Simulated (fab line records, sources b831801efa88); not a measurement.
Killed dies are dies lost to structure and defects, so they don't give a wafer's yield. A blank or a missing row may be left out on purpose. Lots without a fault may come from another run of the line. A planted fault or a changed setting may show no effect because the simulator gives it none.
fab line records | flow gf180mcu
record lots=24 wafers=72 last_day=34
route steps=602 shown V4@479 M5@533 V5@563 TOP_METAL@569
lots that met no fault: from a run of the same line without faults
start_h: hours from the record's first day to the start of the lot's first wafer shown | wait_h: hours since the lot's step before | " the same as in the row above | L1.1+2: a row that stands for several wafers | - no value, or no start given | * or withheld: withheld | < > ~ a bound
route shown NAME@n: a module of which the file shows steps, and the number in the route of the first | usual: mean/standard deviation of fault-free wafers | same: alike in all rows | chamber/n: place in a boat | sites: the reading at each site | _std_site: their standard deviation | _edge_site: outer sites' mean less inner sites' | radius_mm: how far each site lies from the wafer's centre | mask NAME#n: copy n | behind: the tool/chamber that last shaped the wafer | hold: why the lot was held/for how many hours/how that ended | device: the transistor (n, p or np) that didn't switch | end of line: the same wafers' tests at the end of the route | a step without rows: its recipe alone | killed: dies lost to structure and defects at the first sort, not the wafer's yield | map: a wafer's dies, x killed, . not, _ none there
set.NAME: the setting as run; set.NAME@STEP: as run at that earlier step | model.NAME: the simulator's own value behind a step, which no gauge read
steps of the route over a sample of lots; a table a step, a row a wafer
services: from which hour (start_h, from the record's first day; less than 0 if before it) a tool's chamber was out of use, for how many hours, and why
## steps
# step GF_V4_THK_MEAS_03
# recipe reads=SiO2_of_V4_CVD_02
# usual V4_CVD_02_THK=850/12
# columns lot.wafer tool chamber start_h wait_h V4_CVD_02_THK[nm]
L074.2 film_metro-04 - 528.92 0.0 835
L074.4 " - " " 845
L074.6 " - " " 852
L075.2 film_metro-01 - 544.79 0.0 840
L075.3 " - " " 834
L075.6 " - " " 841
L076.1 film_metro-04 - 546.56 0.0 816
L076.2 " - " " 828
L076.5 " - " " 834
L077.1 film_metro-01 - 558.13 0.0 848
L077.4 " - " " 874
L077.6 " - " " 864
L078.3 film_metro-04 - 568.55 0.1 853
L078.4 " - " " 857
L078.6 " - " " 874
L079.3 film_metro-04 - 577.26 0.1 831
L079.5 " - " " 857
L079.6 " - " " 851
L080.3 film_metro-01 - 582.14 0.1 852
L080.4 " - " " 881
L080.6 " - " " 870
L081.2 film_metro-01 - 597.59 0.0 841
L081.5 " - " " 849
L081.6 " - " " 853
L082.1 film_metro-01 - 598.24 0.0 845
L082.2 " - " " 850
L082.5 " - " " 855
L083.2 film_metro-04 - 612.14 0.0 844
L083.3 " - " " 839
L083.4 " - " " 855
L084.1 film_metro-04 - 617.84 0.0 832
L084.3 " - " " 850
L084.5 " - " " 849
L085.1 film_metro-04 - 631.26 0.0 852
L085.2 " - " " 856
L085.5 " - " " 869
L086.3 film_metro-01 - 632.40 0.1 852
L086.4 " - " " 858
L086.5 " - " " 867
L087.1 film_metro-01 - 644.93 0.0 851
L087.3 " - " " 856
L087.5 " - " " 881
L088.1 film_metro-04 - 651.23 0.0 837
L088.4 " - " " 831
L088.6 " - " " 840
L089.1 film_metro-03 - 661.33 0.0 857
L089.5 " - " " 865
L089.6 " - " " 855
L090.2 film_metro-04 - 675.28 0.0 845
L090.3 " - " " 848
L090.5 " - " " 856
L091.2 film_metro-03 - 683.92 0.0 844
L091.4 " - " " 851
L091.6 " - " " 844
L092.2 film_metro-01 - 689.64 0.0 840
L092.4 " - " " 853
L092.6 " - " " 856
L093.3 film_metro-01 - 691.58 0.1 848
L093.4 " - " " 853
L093.6 " - " " 846
L094.2 film_metro-01 - 694.99 0.0 845
L094.4 " - " " 853
L094.5 " - " " 862
L095.1 film_metro-04 - 697.91 0.0 859
L095.2 " - " " 856
L095.3 " - " " 846
L096.4 film_metro-04 - 704.99 0.0 863
L096.5 " - " " 857
L096.6 " - " " 847
L097.1 film_metro-04 - 713.96 0.0 852
L097.3 " - " " 830
L097.5 " - " " 862
# step GF_M5_CD_MEAS_07
# recipe target_cd_nm=280
# usual cd_nm=280.3/1.3
# columns lot.wafer tool chamber start_h wait_h cd_nm
L074.2 cd_sem-01 - 596.36 0.1 283.5
L074.4 " - " " 282.6
L074.6 " - " " 283.1
L075.2 cd_sem-01 - 610.76 0.1 280.1
L075.3 " - " " 280.6
L075.6 " - " " 279.3
L076.1 cd_sem-02 - 613.54 0.1 280.8
L076.2 " - " " 279.3
L076.5 " - " " 279.7
L077.1 cd_sem-01 - 624.54 0.1 281.3
L077.4 " - " " 280.9
L077.6 " - " " 281.8
L078.3 cd_sem-01 - 633.43 0.1 280.9
L078.4 " - " " 280.3
L078.6 " - " " 280.0
L079.3 cd_sem-01 - 642.68 0.1 279.1
L079.5 " - " " 279.7
L079.6 " - " " 279.5
L080.3 cd_sem-02 - 647.23 0.1 279.9
L080.4 " - " " 280.0
L080.6 " - " " 278.9
L081.2 cd_sem-01 - 660.51 0.1 281.0
L081.5 " - " " 280.8
L081.6 " - " " 281.1
L082.1 cd_sem-02 - 661.39 0.1 279.6
L082.2 " - " " 281.1
L082.5 " - " " 281.5
L083.2 cd_sem-02 - 674.26 0.1 279.4
L083.3 " - " " 279.1
L083.4 " - " " 280.0
L084.1 cd_sem-01 - 678.49 0.1 280.0
L084.3 " - " " 277.8
L084.5 " - " " 279.5
L085.1 cd_sem-02 - 691.64 0.1 279.6
L085.2 " - " " 281.1
L085.5 " - " " 281.0
L086.3 cd_sem-01 - 692.12 0.2 278.1
L086.4 " - " " 278.1
L086.5 " - " " 277.8
L087.1 cd_sem-01 - 703.34 0.1 277.1
L087.3 " - " " 278.8
L087.5 " - " " 278.8
L088.1 cd_sem-01 - 709.94 0.1 279.9
L088.4 " - " " 280.8
L088.6 " - " " 280.1
L089.1 cd_sem-01 - 718.81 0.1 281.5
L089.5 " - " " 283.1
L089.6 " - " " 282.5
L090.2 cd_sem-01 - 732.08 0.1 280.8
L090.3 " - " " 280.6
L090.5 " - " " 280.8
L091.2 cd_sem-02 - 739.31 0.1 280.7
L091.4 " - " " 280.3
L091.6 " - " " 281.7
L092.2 cd_sem-01 - 744.66 0.1 280.6
L092.4 " - " " 279.8
L092.6 " - " " 280.8
L093.3 cd_sem-01 - 746.58 0.1 280.3
L093.4 " - " " 280.8
L093.6 " - " " 281.6
L094.2 cd_sem-01 - 749.56 0.1 281.3
L094.4 " - " " 282.1
L094.5 " - " " 280.5
L095.1 cd_sem-02 - 753.11 0.1 279.3
L095.2 " - " " 278.9
L095.3 " - " " 278.2
L096.4 cd_sem-02 - 758.57 0.1 280.1
L096.5 " - " " 279.1
L096.6 " - " " 278.5
L097.1 cd_sem-02 - 767.19 0.1 280.2
L097.3 " - " " 280.2
L097.5 " - " " 279.0
# step GF_V5_CVD_23
# recipe material=W target_thk_nm=350 time_s=104.9 temp_c=400 pressure_torr=40
# usual heater_power_w=823/65 susceptor_temp_C=399.99/0.25
# columns lot.wafer tool chamber start_h wait_h heater_power_w susceptor_temp_C
L074.2 cvd_w-01 0 619.56 0.0 932 400.59
L074.4 " 0 " " 897 400.16
L074.6 " 0 " " 901 400.39
L075.2 cvd_w-02 0 633.56 0.0 783 400.16
L075.3 " 1 " " 745 400.24
L075.6 " 1 " " 773 400.16
L076.1 cvd_w-01 0 636.18 0.0 940 399.95
L076.2 " 1 " " 798 399.96
L076.5 " 1 " " 793 399.47
L077.1 cvd_w-01 1 646.86 0.0 801 400.12
L077.4 " 1 " " 808 399.99
L077.6 " 0 " " 911 400.20
L078.3 cvd_w-01 0 655.55 0.1 912 399.76
L078.4 " 1 " " 819 400.10
L078.6 " 1 " " 799 400.24
L079.3 cvd_w-02 1 664.84 0.1 761 399.95
L079.5 " 0 " " 786 400.30
L079.6 " 1 " " 756 400.22
L080.3 cvd_w-02 0 669.07 0.1 782 399.82
L080.4 " 1 " " 757 400.18
L080.6 " 1 " " 768 400.46
L081.2 cvd_w-01 0 682.56 0.0 933 400.25
L081.5 " 0 " " 907 400.21
L081.6 " 1 " " 833 399.89
L082.1 cvd_w-01 0 683.56 0.0 940 399.93
L082.2 " 1 " " 782 400.28
L082.5 " 0 " " 921 400.08
L083.2 cvd_w-01 0 695.15 0.0 921 400.13
L083.3 " 0 " " 917 399.92
L083.4 " 1 " " 802 400.18
L084.1 cvd_w-02 1 699.23 0.0 741 399.93
L084.3 " 1 " " 778 399.84
L084.5 " 1 " " 761 399.57
L085.1 cvd_w-02 1 712.15 0.0 779 399.75
L085.2 " 0 " " 784 400.19
L085.5 " 0 " " 773 400.18
L086.3 cvd_w-01 1 712.57 0.1 816 399.60
L086.4 " 0 " " 933 400.30
L086.5 " 1 " " 800 399.95
L087.1 cvd_w-02 0 722.83 0.0 778 399.94
L087.3 " 0 " " 790 400.14
L087.5 " 1 " " 754 400.06
L088.1 cvd_w-01 0 729.85 0.0 926 400.17
L088.4 " 1 " " 808 399.77
L088.6 " 1 " " 798 399.62
L089.1 cvd_w-01 0 738.30 0.0 920 399.56
L089.5 " 0 " " 924 399.88
L089.6 " 1 " " 821 399.84
L090.2 cvd_w-02 1 751.56 0.0 762 399.98
L090.3 " 0 " " 796 399.70
L090.5 " 1 " " 768 400.00
L091.2 cvd_w-02 1 758.41 0.0 777 399.72
L091.4 " 1 " " 764 400.15
L091.6 " 0 " " 758 399.93
L092.2 cvd_w-01 0 763.30 0.0 914 399.80
L092.4 " 0 " " 920 399.68
L092.6 " 0 " " 946 399.74
L093.3 cvd_w-01 1 765.73 0.1 796 400.16
L093.4 " 0 " " 932 400.03
L093.6 " 0 " " 896 400.03
L094.2 cvd_w-01 1 768.30 0.0 800 400.16
L094.4 " 0 " " 945 399.76
L094.5 " 0 " " 941 399.94
L095.1 cvd_w-02 1 774.39 0.0 775 400.11
L095.2 " 0 " " 760 399.89
L095.3 " 0 " " 781 399.88
L096.4 cvd_w-02 0 776.94 0.1 787 399.52
L096.5 " 0 " " 766 399.70
L096.6 " 1 " " 753 399.99
L097.1 cvd_w-01 1 784.66 0.0 805 399.96
L097.3 " 0 " " 935 400.00
L097.5 " 0 " " 916 399.72
# step GF_V5_CMP_26
# recipe stop_on=SiO2 down_force_psi=3.5 platen_rpm=60 t_overpolish_s=15 target_thk_nm=0 pad_velocity_m_s=0.94248
# usual motor_current_A=11.0/0.74 overpolish_run_s=15.002/0.0094 time_to_endpoint_s=83/3.6
# columns lot.wafer tool chamber start_h wait_h motor_current_A overpolish_run_s time_to_endpoint_s
L074.4 cmp-01 0 619.95 0.1 10.5 14.989 86
L074.2 " 1 " " 11.8 15.016 84
L074.6 " 3 " " 11.1 14.995 81
L075.3 cmp-02 2 633.92 0.1 11.4 15.011 84
L075.2 " 0 " " 12.3 14.999 84
L075.6 " 1 " " 9.3 14.997 83
L076.1 cmp-02 1 636.53 0.1 9.4 14.992 85
L076.2 " 2 " " 11.0 15.006 84
L076.5 " 1 " " 9.9 14.991 81
L077.1 cmp-01 3 647.25 0.1 10.3 14.987 80
L077.4 " 0 " " 11.6 14.999 89
L077.6 " 1 " " 11.2 15.015 82
L078.3 cmp-01 0 655.86 0.1 11.6 15.007 87
L078.4 " 1 " " 11.0 15.018 76
L078.6 " 0 " " 11.0 15.008 85
L079.3 cmp-01 1 665.25 0.2 11.5 15.002 80
L079.6 " 2 " " 10.5 15.004 78
L079.5 " 3 " " 10.5 15.008 80
L080.3 cmp-02 1 669.33 0.0 9.7 15.003 84
L080.4 " 2 " " 11.1 15.015 86
L080.6 " 2 " " 11.5 15.012 83
L081.2 cmp-02 2 683.00 0.2 11.6 15.015 82
L081.6 " 3 " " 10.7 15.001 82
L081.5 " 0 " " 11.4 14.989 83
L082.1 cmp-02 2 683.90 0.1 10.9 14.994 85
L082.2 " 3 " " 11.0 14.999 83
L082.5 " 2 " " 11.0 14.999 85
L083.3 cmp-02 3 695.64 0.2 11.8 15.007 86
L083.2 " 0 " " 11.9 14.985 87
L083.4 " 2 " " 10.4 15.008 86
L084.3 cmp-01 1 699.63 0.1 11.0 14.997 79
L084.1 " 2 " " 11.4 14.999 80
L084.5 " 0 " " 10.4 15.013 88
L085.1 cmp-02 1 712.45 0.1 9.6 15.010 85
L085.2 " 0 " " 11.8 14.989 84
L085.5 " 1 " " 9.2 14.990 88
L086.4 cmp-01 3 712.93 0.1 10.9 15.004 84
L086.3 " 0 " " 10.8 14.997 86
L086.5 " 1 " " 11.5 14.995 81
L087.3 cmp-01 3 723.13 0.0 10.9 15.000 80
L087.1 " 2 " " 10.6 15.012 80
L087.5 " 3 " " 10.6 15.012 83
L088.4 cmp-01 2 730.20 0.1 9.9 14.991 80
L088.1 " 3 " " 10.7 15.015 83
L088.6 " 1 " " 11.5 14.989 78
L089.1 cmp-02 1 738.60 0.1 9.7 15.003 87
L089.5 " 1 " " 10.1 15.000 80
L089.6 " 2 " " 11.3 15.004 88
L090.2 cmp-01 3 751.91 0.1 10.9 15.002 82
L090.3 " 1 " " 11.4 15.007 75
L090.5 " 2 " " 11.3 14.998 77
L091.2 cmp-01 2 758.97 0.3 11.4 15.008 82
L091.4 " 3 " " 11.1 15.016 85
L091.6 " 0 " " 11.4 15.001 89
L092.2 cmp-02 2 763.65 0.1 10.9 15.014 85
L092.4 " 1 " " 9.7 15.010 80
L092.6 " 3 " " 12.1 14.991 82
L093.3 cmp-01 0 766.04 0.1 11.7 14.996 89
L093.4 " 1 " " 10.4 15.013 82
L093.6 " 3 " " 11.0 15.019 83
L094.2 cmp-01 3 768.60 0.0 10.8 14.993 81
L094.4 " 0 " " 11.3 15.010 91
L094.5 " 3 " " 10.3 15.005 83
L095.3 cmp-01 1 774.99 0.3 11.4 14.993 85
L095.1 " 2 " " 11.1 15.013 86
L095.2 " 3 " " 10.9 14.991 88
L096.4 cmp-01 1 777.20 0.0 11.3 14.996 81
L096.5 " 1 " " 11.3 14.993 81
L096.6 " 2 " " 11.3 14.997 81
L097.3 cmp-02 1 785.00 0.1 9.4 15.005 85
L097.1 " 2 " " 11.2 14.999 84
L097.5 " 1 " " 8.9 14.985 84
# step GF_TOP_METAL_SPUTTER_02
# recipe material=AlCu target_thk_nm=900 power_w=10600 chamber_pressure_pa=0.3 substrate_temp_c=250 gas=Ar time_s=47.82
# usual throttle_valve_pct=29.3/0.96
# columns lot.wafer tool chamber start_h wait_h throttle_valve_pct
L074.2 pvd_sputter-04 - 620.28 0.0 31.2
L074.4 " - " " 28.5
L074.6 " - " " 27.8
L075.2 pvd_sputter-02 - 634.30 0.0 28.0
L075.3 " - " " 28.8
L075.6 " - " " 29.2
L076.1 pvd_sputter-02 - 636.91 0.0 28.2
L076.2 " - " " 29.5
L076.5 " - " " 28.8
L077.1 pvd_sputter-02 - 647.58 0.0 29.1
L077.4 " - " " 30.1
L077.6 " - " " 29.1
L078.3 pvd_sputter-04 - 656.24 0.0 28.5
L078.4 " - " " 28.8
L078.6 " - " " 31.0
L079.3 pvd_sputter-02 - 665.53 0.0 29.6
L079.5 " - " " 29.6
L079.6 " - " " 29.1
L080.3 pvd_sputter-02 - 669.76 0.0 30.1
L080.4 " - " " 29.1
L080.6 " - " " 29.5
L081.2 pvd_sputter-03 - 683.28 0.0 30.3
L081.5 " - " " 30.3
L081.6 " - " " 30.2
L082.1 pvd_sputter-02 - 684.28 0.0 27.7
L082.2 " - " " 29.5
L082.5 " - " " 29.2
L083.2 pvd_sputter-02 - 696.07 0.0 30.2
L083.3 " - " " 29.0
L083.4 " - " " 27.9
L084.1 pvd_sputter-04 - 699.96 0.0 28.6
L084.3 " - " " 28.5
L084.5 " - " " 28.7
L085.1 pvd_sputter-03 - 712.90 0.0 30.3
L085.2 " - " " 30.2
L085.5 " - " " 30.0
L086.3 pvd_sputter-02 - 713.26 0.0 29.1
L086.4 " - " " 29.4
L086.5 " - " " 29.1
L087.1 pvd_sputter-04 - 723.57 0.0 28.8
L087.3 " - " " 31.2
L087.5 " - " " 27.9
L088.1 pvd_sputter-04 - 730.58 0.0 28.3
L088.4 " - " " 28.4
L088.6 " - " " 28.3
L089.1 pvd_sputter-02 - 739.03 0.0 28.1
L089.5 " - " " 29.3
L089.6 " - " " 28.1
L090.2 pvd_sputter-02 - 752.29 0.0 28.0
L090.3 " - " " 29.9
L090.5 " - " " 27.9
L091.2 pvd_sputter-02 - 759.30 0.0 30.1
L091.4 " - " " 29.3
L091.6 " - " " 29.2
L092.2 pvd_sputter-03 - 764.08 0.0 30.4
L092.4 " - " " 30.3
L092.6 " - " " 30.5
L093.3 pvd_sputter-02 - 766.42 0.0 29.8
L093.4 " - " " 28.1
L093.6 " - " " 28.1
L094.2 pvd_sputter-03 - 769.03 0.0 30.3
L094.4 " - " " 30.2
L094.5 " - " " 30.2
L095.1 pvd_sputter-04 - 775.37 0.0 28.5
L095.2 " - " " 27.8
L095.3 " - " " 31.2
L096.4 pvd_sputter-02 - 777.63 0.0 27.8
L096.5 " - " " 30.3
L096.6 " - " " 29.4
L097.1 pvd_sputter-02 - 785.39 0.0 29.2
L097.3 " - " " 29.4
L097.5 " - " " 30.2
# step GF_TOP_METAL_SPUTTER_03
# recipe material=Ti target_thk_nm=5 substrate_temp_c=300 chamber_pressure_pa=0.3 power_w=3000 time_s=3.3
# usual throttle_valve_pct=29.3/0.94
# columns lot.wafer tool chamber start_h wait_h throttle_valve_pct
L074.2 pvd_sputter-04 - 620.32 0.0 30.9
L074.4 " - " " 28.5
L074.6 " - " " 27.9
L075.2 pvd_sputter-02 - 634.35 0.0 27.8
L075.3 " - " " 28.9
L075.6 " - " " 29.3
L076.1 pvd_sputter-02 - 636.95 0.0 27.9
L076.2 " - " " 29.2
L076.5 " - " " 29.1
L077.1 pvd_sputter-02 - 647.62 0.0 29.0
L077.4 " - " " 30.2
L077.6 " - " " 29.6
L078.3 pvd_sputter-04 - 656.28 0.0 28.4
L078.4 " - " " 28.5
L078.6 " - " " 31.1
L079.3 pvd_sputter-02 - 665.57 0.0 29.5
L079.5 " - " " 29.6
L079.6 " - " " 29.2
L080.3 pvd_sputter-02 - 669.80 0.0 29.9
L080.4 " - " " 29.3
L080.6 " - " " 29.6
L081.2 pvd_sputter-03 - 683.32 0.0 30.5
L081.5 " - " " 30.3
L081.6 " - " " 30.4
L082.1 pvd_sputter-02 - 684.32 0.0 27.9
L082.2 " - " " 29.2
L082.5 " - " " 29.0
L083.2 pvd_sputter-02 - 696.11 0.0 29.9
L083.3 " - " " 29.1
L083.4 " - " " 27.8
L084.1 pvd_sputter-04 - 700.00 0.0 28.7
L084.3 " - " " 28.6
L084.5 " - " " 28.8
L085.1 pvd_sputter-03 - 712.94 0.0 30.4
L085.2 " - " " 30.3
L085.5 " - " " 30.2
L086.3 pvd_sputter-02 - 713.30 0.0 29.2
L086.4 " - " " 29.3
L086.5 " - " " 29.2
L087.1 pvd_sputter-04 - 723.62 0.0 28.3
L087.3 " - " " 31.0
L087.5 " - " " 28.0
L088.1 pvd_sputter-04 - 730.62 0.0 28.8
L088.4 " - " " 28.7
L088.6 " - " " 28.3
L089.1 pvd_sputter-02 - 739.07 0.0 27.7
L089.5 " - " " 29.4
L089.6 " - " " 27.8
L090.2 pvd_sputter-02 - 752.33 0.0 27.9
L090.3 " - " " 30.2
L090.5 " - " " 27.7
L091.2 pvd_sputter-02 - 759.34 0.0 30.4
L091.4 " - " " 29.0
L091.6 " - " " 29.0
L092.2 pvd_sputter-03 - 764.12 0.0 30.2
L092.4 " - " " 30.4
L092.6 " - " " 30.1
L093.3 pvd_sputter-02 - 766.46 0.0 30.1
L093.4 " - " " 27.9
L093.6 " - " " 28.1
L094.2 pvd_sputter-03 - 769.07 0.0 29.9
L094.4 " - " " 30.2
L094.5 " - " " 30.1
L095.1 pvd_sputter-04 - 775.42 0.0 28.6
L095.2 " - " " 27.9
L095.3 " - " " 31.3
L096.4 pvd_sputter-02 - 777.67 0.0 27.7
L096.5 " - " " 30.1
L096.6 " - " " 29.6
L097.1 pvd_sputter-02 - 785.43 0.0 29.2
L097.3 " - " " 29.4
L097.5 " - " " 29.8
## services
# columns tool chamber start_h hours kind
cmp-02 - 602.02 6.0 pm
cvd_w-02 - 607.56 0.8 repair
pvd_sputter-04 - 618.03 2.0 repair
cmp-01 - 627.92 12.9 pm
cmp-02 - 641.93 0.5 repair
cmp-02 - 654.31 5.0 repair
cvd_w-02 - 662.66 1.0 repair
pvd_sputter-02 - 666.11 0.9 repair
cmp-01 - 675.06 2.6 repair
cmp-01 - 694.84 1.6 repair
pvd_sputter-02 - 697.17 0.5 repair
cmp-01 - 700.89 1.0 repair
pvd_sputter-03 - 723.26 16.2 repair
cvd_w-02 - 724.80 2.8 pm
pvd_sputter-02 - 744.08 6.6 repair
cmp-02 - 744.21 4.0 pm
cmp-02 - 754.44 8.8 pm
pvd_sputter-04 - 763.91 2.6 repair
cvd_w-02 - 770.82 0.9 repair
cmp-02 - 773.03 2.2 repair
cvd_w-01 - 774.33 2.1 repair
pvd_sputter-04 - 783.17 0.6 repair
cvd_w-02 - 783.65 10.0 repair
cmp-01 - 784.24 5.2 repair
## key
fault none
